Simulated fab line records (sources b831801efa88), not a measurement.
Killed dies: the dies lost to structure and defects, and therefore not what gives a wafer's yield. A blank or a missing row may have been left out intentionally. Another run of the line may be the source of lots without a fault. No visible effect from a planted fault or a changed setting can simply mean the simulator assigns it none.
Problem report, 8D (eight disciplines) form, completed by code | flow sky130 | the parts of the form that need people (team, actions taken, sign-off) are left out

== 1. THE ISSUE ==
Mean of oes-product-au at SKY_METAL4_ETCH_17: 0.704 a.u. across 2 wafers in 2 lots; on wafers with no fault it is 0.755 a.u. (standard deviation 0.007). That is -7.3 standard deviations from the usual mean.
The step: etches SiO2 in C4F8/O2/Ar, stops on TiN, time 3.9 s, target depth 15 nm.
Seen first at day 44 07:12 on rie-diel-01, wafer L218.2. At this step, 33 wafers from 11 lots have a number in the record. Rule for "out" (also "out of limits"): further than 4 standard deviations from the usual mean. The other wafers with a number count as sound.

== 2. WHAT IT IS; WHAT IT IS NOT ==
question                    | is                | is not
which readings at this step | oes-product-au    | -
which lots                  | L218, L223        | L210, L211, L212, L213, L214, L227, L230, L231, L232
which wafers of those lots  | L218.2, L223.2    | L218.5, L218.6, L223.5, L223.6
read on which tools         | rie-diel-01       | rie-diel-03, rie-diel-04
when                        | from day 44 07:12 | up to then (17 sound wafers); but 14 sound wafers of L223, L227, L230, L231, L232 came after

== 3. SUSPECTS, AND WHAT RULES EACH OUT ==
Counting: if a tool at a process step up to the reading ran every lot that is out, it stays a suspect. Sound lots after the first of them don't rule it out here, since some wafers of a struck lot are sound.
- rie-diel-01 at SKY_METAL4_ETCH_17 (etches SiO2 in C4F8/O2/Ar, stops on TiN, time 3.9 s, target depth 15 nm): kept. It ran every lot that is out, first L218 (day 44 07:12); its last sound lot up to then is L213 (day 43 04:43). On those wafers its own readings are out: oes-product-au.
Remaining after the count: rie-diel-01 at SKY_METAL4_ETCH_17.

== 4. THE CAUSE (what the simulator had put in) ==
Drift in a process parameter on rie-diel-01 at SKY_METAL4_ETCH_17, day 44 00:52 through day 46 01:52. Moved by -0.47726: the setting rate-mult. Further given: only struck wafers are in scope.
The count eliminated every tool but this one.

== 5. SEQUENCE OF EFFECTS, ordered by route ==
Each row: a reading whose mean over the struck wafers that have a number lies more than 3 standard deviations from the usual. Only readings whose record carries a usual standard deviation are examined. hours: median over the lots of the time between each lot's start at the first step of this table that gives one and its start at this step. sigmas: the change, counted in usual standard deviations.
hours | step               | reading        | usual      | on struck wafers | change | sigmas
0     | SKY_METAL4_ETCH_17 | oes-product-au | 0.755 a.u. | 0.704            | -0.051 | -7.3
The process steps in it:
- SKY_METAL4_ETCH_17: etches SiO2 in C4F8/O2/Ar, stops on TiN, time 3.9 s, target depth 15 nm.

== 6. WHAT WOULD HAVE CAUGHT IT SOONER ==
First out-of-limits reading in this record: day 44 07:12, which is 6 hours after fault onset at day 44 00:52.
